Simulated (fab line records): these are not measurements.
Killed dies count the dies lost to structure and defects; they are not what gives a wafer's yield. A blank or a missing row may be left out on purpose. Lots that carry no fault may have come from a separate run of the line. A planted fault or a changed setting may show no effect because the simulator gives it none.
What tool caused it?    flow sky130    Sampling: 6 lots, 18 wafers, 3 of 708 route steps

== WHAT EACH GAUGE READ, for each wafer ==
SKY_SD_P_CD_MEAS_07 targets a cd of 380 nm.
lot   measured      on         cd_nm (nm)
L324  day 28 03:15  cd_sem-02  380.8 379.5 382.9
L328  day 29 08:37  cd_sem-01  306.2 306.2 306.7
L334  day 31 07:41  cd_sem-01  379.8 377.9 380.9
L337  day 32 01:52  cd_sem-02  385.8 382.1 381.9
L339  day 32 17:41  cd_sem-01  380.2 378.7 377.4
L341  day 33 05:39  cd_sem-01  381.9 380.5 381.0

== TOOL THAT RAN EACH LOT (tool first, then ch and the chambers of the sampled wafers, then the start) ==
lot   SKY_POLY_GATE_STRIP_18                SKY_SD_P_EXPOSE_04
L324  plasma_asher-04 ch 0,1, day 19 04:24  iline_stepper-01 ch 0, day 27 13:12
L328  plasma_asher-03 ch 0,1, day 20 09:12  iline_stepper-02 ch 0, day 28 18:29
L334  plasma_asher-02 ch 0,1, day 22 15:47  iline_stepper-01 ch 0, day 30 17:59
L337  plasma_asher-02 ch 0,1, day 23 13:02  iline_stepper-01 ch 0, day 31 12:32
L339  plasma_asher-04 ch 0,1, day 24 05:26  iline_stepper-01 ch 0, day 32 03:50
L341  plasma_asher-04 ch 0,1, day 24 18:40  iline_stepper-01 ch 0, day 32 16:56
- SKY_POLY_GATE_STRIP_18: strips in O2/N2.
- SKY_SD_P_EXPOSE_04: exposes mask PSDM, target cd 380 nm.

== THE ANSWER, worked out from the rows above alone ==
Rule: the lots themselves supply what counts as usual. The widest of any qualifying gaps counts: lots, ordered by their means at a reading, are off when they make up no more than a third of the lots, leave a main group of 4 or more, and stand apart from it by 3 or more times the standard deviation of that group's means. A main group is skipped when, at the precision printed for the reading in the tables above, its means are all equal. Also off: a lot with no number at a reading for which 4 or more lots have one. The other lots that the step has rows for count as sound.
Off at SKY_SD_P_CD_MEAS_07 (cd_nm): L328. Mean 380.8 nm and standard deviation 1.5 in the main group.
A tool fits if, at a process step before that reading, it ran every lot that is off, and no sound lot after the first of them. Gauges at SKY_SD_P_CD_MEAS_07: tried the same way as those tools. Undecided on this evidence; 2 tools fit (plasma_asher-03 at SKY_POLY_GATE_STRIP_18, iline_stepper-02 at SKY_SD_P_EXPOSE_04).

== WHAT THE SIMULATOR HAD PUT IN ==
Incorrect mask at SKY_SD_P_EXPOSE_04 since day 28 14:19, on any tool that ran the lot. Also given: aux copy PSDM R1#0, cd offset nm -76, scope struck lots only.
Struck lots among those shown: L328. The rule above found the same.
